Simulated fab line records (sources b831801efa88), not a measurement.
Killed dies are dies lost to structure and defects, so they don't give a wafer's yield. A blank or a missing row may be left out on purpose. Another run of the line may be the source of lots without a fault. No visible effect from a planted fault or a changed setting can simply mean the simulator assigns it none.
fab line records    flow gf180mcu    part 2 of 2: steps 30 to 43 of 43
record: lots: 5  wafers: 15  last_day: 33
route steps=602 shown STI@14 DNWELL@32 NWELL@42 LVPWELL@54
lots untouched by any fault: they come from a run of this same line in which no faults occurred
start_h: start of the lot's first displayed wafer, in hours after the record's first day    wait_h: hours from the lot's prior step to this one    " repeats the value in the row above    L1.1+2: one row covering several wafers at once    - either no value or no given start    * or withheld: withheld    < > ~ a bound
route shown NAME@n: a module of which the file shows steps, and the number in the route of the first    usual: mean/standard deviation of fault-free wafers    same: alike in all rows    chamber/n: place in a boat    sites: readings site by site    _std_site: the values' standard deviation    _edge_site: outer sites' mean less inner sites'    radius_mm: for every site, how far away it sits from the centre of the wafer    mask NAME#n: copy n    behind: the last tool/chamber to shape the wafer    hold: what put the lot on hold/how long, in hours/how the hold closed    device: which transistor (n, p or np) failed to switch    end of line: at the end of the route, the tests of the same wafers    for a step that has no rows: nothing shown but its recipe    killed: dies lost to structure and defects at the first sort, not the wafer's yield    map: dies across one wafer; x = killed, . = not, _ = none there
set.NAME: the setting that was run; set.NAME@STEP: the one run at that earlier step    model.NAME: the simulator's own value behind a step, which no gauge read
lots at some steps of the route; a table a step, a row a wafer
services: the hour from which a tool's chamber was out of use, counted from the record's first day as start_h (under 0 if before that day), plus the number of hours and why
== steps ==
step: GF_NWELL_HMDS_01
recipe: prime_time_s: 60  prime_temp_c: 120
usual: prime_temp_c: 119.99/0.13
lot.wafer  tool            chamber  start_h  wait_h  prime_temp_c
L074.2     litho_track-03  0        50.11    0.1     120.04
L074.5     "               0        "        "       120.04
L074.6     "               0        "        "       120.11
L079.1     litho_track-01  0        82.08    0.1     120.08
L079.3     "               0        "        "       120.06
L079.6     "               0        "        "       119.87
L085.1     litho_track-04  0        109.46   0.1     119.78
L085.2     "               0        "        "       119.87
L085.5     "               0        "        "       119.93
L086.1     litho_track-03  0        114.33   0.1     119.75
L086.4     "               0        "        "       119.96
L086.5     "               0        "        "       119.89
L092.2     litho_track-01  0        146.10   0.1     120.15
L092.3     "               0        "        "       120.02
L092.6     "               0        "        "       119.94
step: GF_NWELL_COAT_02
recipe: spin_rpm: 2000  resist_thk_nm: 3000
lot.wafer   tool            chamber  start_h  wait_h
L074.2+5+6  litho_track-03  0        50.26    0.1
L079.1+3+6  litho_track-01  0        82.23    0.1
L085.1+2+5  litho_track-04  0        109.61   0.1
L086.1+4+5  litho_track-03  0        114.48   0.1
L092.2+3+6  litho_track-01  0        146.25   0.1
step: GF_NWELL_SOFTBAKE_03
recipe: temp_c: 110  time_s: withheld
lot.wafer   tool            chamber  start_h  wait_h
L074.2+5+6  litho_track-03  0        50.42    0.1
L079.1+3+6  litho_track-01  0        82.38    0.1
L085.1+2+5  litho_track-04  0        109.76   0.1
L086.1+4+5  litho_track-03  0        114.63   0.1
L092.2+3+6  litho_track-01  0        146.41   0.1
step: GF_NWELL_EXPOSE_04
recipe: mask_id: Nwell  target_cd_nm: 860  na: 0.6  source_shape: conventional  sigma_outer: 0.6  dose_mj: 260
usual: focus_offset_nm: 0.0/0.56
lot.wafer  tool              chamber  start_h  wait_h  mask     focus_offset_nm
L074.2     iline_stepper-02  0        -        -       Nwell#0  0.4
L074.5     "                 0        "        "       Nwell#0  -0.3
L074.6     "                 0        "        "       Nwell#0  -0.9
L079.1     iline_stepper-01  0        -        -       Nwell#0  1.3
L079.3     "                 0        "        "       Nwell#0  0.8
L079.6     "                 0        "        "       Nwell#0  0.3
L085.1     iline_stepper-01  0        -        -       Nwell#0  0.0
L085.2     "                 0        "        "       Nwell#0  -0.1
L085.5     "                 0        "        "       Nwell#0  0.3
L086.1     iline_stepper-02  0        -        -       Nwell#0  -0.1
L086.4     "                 0        "        "       Nwell#0  0.3
L086.5     "                 0        "        "       Nwell#0  -0.5
L092.2     iline_stepper-02  0        -        -       Nwell#0  -0.3
L092.3     "                 0        "        "       Nwell#0  -1.0
L092.6     "                 0        "        "       Nwell#0  -1.1
step: GF_NWELL_PEB_05
recipe: temp_c: 115  time_s: withheld
lot.wafer   tool            chamber  start_h  wait_h
L074.2+5+6  litho_track-03  0        -        -
L079.1+3+6  litho_track-04  0        -        -
L085.1+2+5  litho_track-01  0        -        -
L086.1+4+5  litho_track-01  0        -        -
L092.2+3+6  litho_track-03  0        -        -
step: GF_NWELL_DEVELOP_06
recipe: wall_angle_deg: 90  develop_time_s: 60  dev_temp_c: 23
lot.wafer   tool            chamber  start_h  wait_h
L074.2+5+6  litho_track-03  0        -        -
L079.1+3+6  litho_track-04  0        -        -
L085.1+2+5  litho_track-01  0        -        -
L086.1+4+5  litho_track-01  0        -        -
L092.2+3+6  litho_track-03  0        -        -
step: GF_NWELL_OVL_MEAS_07
usual: NWELL_OVL: 0.3/1.3
lot.wafer  tool        chamber  start_h  wait_h  NWELL_OVL[nm]
L074.2     overlay-02  -        56.94    -       -0.3
L074.5     "           -        "        "       0.3
L074.6     "           -        "        "       -1.2
L079.1     overlay-01  -        89.01    -       -0.1
L079.3     "           -        "        "       -0.2
L079.6     "           -        "        "       -0.5
L085.1     overlay-02  -        117.12   -       0.1
L085.2     "           -        "        "       0.6
L085.5     "           -        "        "       1.3
L086.1     overlay-01  -        122.22   -       -0.2
L086.4     "           -        "        "       0.8
L086.5     "           -        "        "       0.5
L092.2     overlay-02  -        154.29   -       1.2
L092.3     "           -        "        "       1.3
L092.6     "           -        "        "       1.3
step: GF_NWELL_IMPLANT_08
recipe: species: P  energy_kev: 450  dose_cm2: 1.5e+13  tilt_deg: 0
lot.wafer   tool          chamber  start_h  wait_h
L074.2+5+6  implanter-04  0        57.00    0.0
L079.1+3+6  implanter-04  0        89.05    0.0
L085.1+2+5  implanter-03  0        117.16   0.0
L086.1+4+5  implanter-03  0        122.26   0.0
L092.2+3+6  implanter-04  0        154.34   0.0
step: GF_NWELL_IMPLANT_09
recipe: species: P  energy_kev: 160  dose_cm2: 4e+12  tilt_deg: 0
lot.wafer   tool          chamber  start_h  wait_h
L074.2+5+6  implanter-04  0        57.15    0.1
L079.1+3+6  implanter-04  0        89.20    0.1
L085.1+2+5  implanter-03  0        117.31   0.1
L086.1+4+5  implanter-03  0        122.41   0.1
L092.2+3+6  implanter-04  0        154.49   0.1
step: GF_NWELL_STRIP_10
recipe: chemistry: O2/N2  power_w: 1400  pressure_mtorr: 1500  platen_temp_c: 250  o2_flow_sccm: 3000  n2_flow_sccm: 300  overash_fraction: 0.5
usual: drypump_motor_current_A: 5.77/0.23  heater_power_w: 337/36  oes_product_au: 0.723/0.0045  strip_time_to_endpoint_s: 36.94/0.098
lot.wafer  tool             chamber  start_h  wait_h  drypump_motor_current_A  heater_power_w  oes_product_au  rf_hours_counter_h  strip_time_to_endpoint_s
L074.2     plasma_asher-02  0        57.27    0.1     5.64                     323             0.721           41                  37.03
L074.5     "                0        "        "       5.67                     326             0.725           -                   36.94
L074.6     "                1        "        "       5.86                     309             0.715           -                   36.85
L079.1     plasma_asher-01  0        89.35    0.1     5.53                     282             0.715           45                  37.03
L079.3     "                1        "        "       6.26                     353             0.729           -                   36.92
L079.6     "                1        "        "       6.25                     357             0.713           -                   36.92
L085.1     plasma_asher-03  0        117.46   0.1     5.69                     380             0.729           44                  36.96
L085.2     "                1        "        "       5.67                     358             0.721           44                  36.94
L085.5     "                0        "        "       5.69                     376             0.726           -                   36.98
L086.1     plasma_asher-01  1        122.56   0.1     6.27                     358             0.720           48                  37.07
L086.4     "                0        "        "       5.54                     269             0.723           -                   37.00
L086.5     "                1        "        "       6.27                     364             0.719           -                   37.13
L092.2     plasma_asher-01  0        154.62   0.1     5.53                     268             0.722           52                  36.82
L092.3     "                0        "        "       5.50                     277             0.726           -                   36.88
L092.6     "                0        "        "       5.53                     277             0.723           -                   36.78
step: GF_NWELL_TW_MEAS_11
usual: NWELL_TW: 1570/8.4
lot.wafer  tool           chamber  start_h  wait_h  NWELL_TW
L074.2     film_metro-01  -        57.38    0.1     1578
L074.5     "              -        "        "       1573
L074.6     "              -        "        "       1574
L079.1     film_metro-01  -        89.45    0.1     1572
L079.3     "              -        "        "       1576
L079.6     "              -        "        "       1565
L085.1     film_metro-03  -        117.56   0.1     1581
L085.2     "              -        "        "       1576
L085.5     "              -        "        "       1573
L086.1     film_metro-01  -        122.66   0.1     1573
L086.4     "              -        "        "       1571
L086.5     "              -        "        "       1569
L092.2     film_metro-04  -        154.73   0.1     1558
L092.3     "              -        "        "       1558
L092.6     "              -        "        "       1570
step: GF_LVPWELL_DEHYDRATE_00
recipe: temp_c: 200  time_s: 60
lot.wafer   tool            chamber  start_h  wait_h
L074.2+5+6  litho_track-04  0        62.89    5.5
L079.1+3+6  litho_track-03  0        95.98    6.5
L085.1+2+5  litho_track-04  0        124.36   6.8
L086.1+4+5  litho_track-03  0        129.43   6.8
L092.2+3+6  litho_track-04  0        162.29   7.5
step: GF_LVPWELL_HMDS_01
recipe: prime_time_s: 60  prime_temp_c: 120
usual: prime_temp_c: 120.02/0.15
lot.wafer  tool            chamber  start_h  wait_h  prime_temp_c
L074.2     litho_track-04  0        63.04    0.1     119.96
L074.5     "               0        "        "       119.85
L074.6     "               0        "        "       119.82
L079.1     litho_track-03  0        96.13    0.1     119.83
L079.3     "               0        "        "       119.79
L079.6     "               0        "        "       120.01
L085.1     litho_track-04  0        124.51   0.1     119.87
L085.2     "               0        "        "       119.98
L085.5     "               0        "        "       119.90
L086.1     litho_track-03  0        129.58   0.1     119.77
L086.4     "               0        "        "       119.94
L086.5     "               0        "        "       119.93
L092.2     litho_track-04  0        162.44   0.1     119.67
L092.3     "               0        "        "       119.78
L092.6     "               0        "        "       119.83
step: GF_LVPWELL_COAT_02
recipe: spin_rpm: 2000  resist_thk_nm: 3000
lot.wafer   tool            chamber  start_h  wait_h
L074.2+5+6  litho_track-04  0        63.19    0.1
L079.1+3+6  litho_track-03  0        96.28    0.1
L085.1+2+5  litho_track-04  0        124.66   0.1
L086.1+4+5  litho_track-03  0        129.73   0.1
L092.2+3+6  litho_track-04  0        162.59   0.1
== services ==
tool              chamber  start_h  hours  kind
hdpcvd-01         -        9.60     0.3    repair
iline_stepper-01  -        10.17    8.9    pm
furnace-02        -        10.45    3.2    repair
implanter-03      -        24.80    7.6    repair
wet_bench-02      -        34.71    1.0    repair
furnace-01        -        42.94    3.6    pm
furnace-02        -        46.73    3.9    pm
furnace-01        -        51.88    3.4    pm
plasma_asher-01   -        54.04    14.6   pm
furnace-02        -        55.99    5.2    pm
cmp-01            -        62.29    1.2    repair
iline_stepper-02  -        63.00    1.7    pm
implanter-03      -        63.13    5.7    pm
implanter-03      -        76.85    2.0    repair
rie_si-01         0        82.11    8.6    repair
implanter-03      -        83.37    9.3    repair
cmp-01            -        112.47   0.3    repair
rie_si-01         1        114.08   7.8    repair
iline_stepper-01  -        115.88   1.7    pm
iline_stepper-02  -        122.25   2.1    pm
plasma_asher-04   -        123.74   0.7    repair
implanter-04      -        135.24   7.9    repair
rie_si-01         1        142.79   10.6   repair
cmp-01            -        153.23   14.9   repair
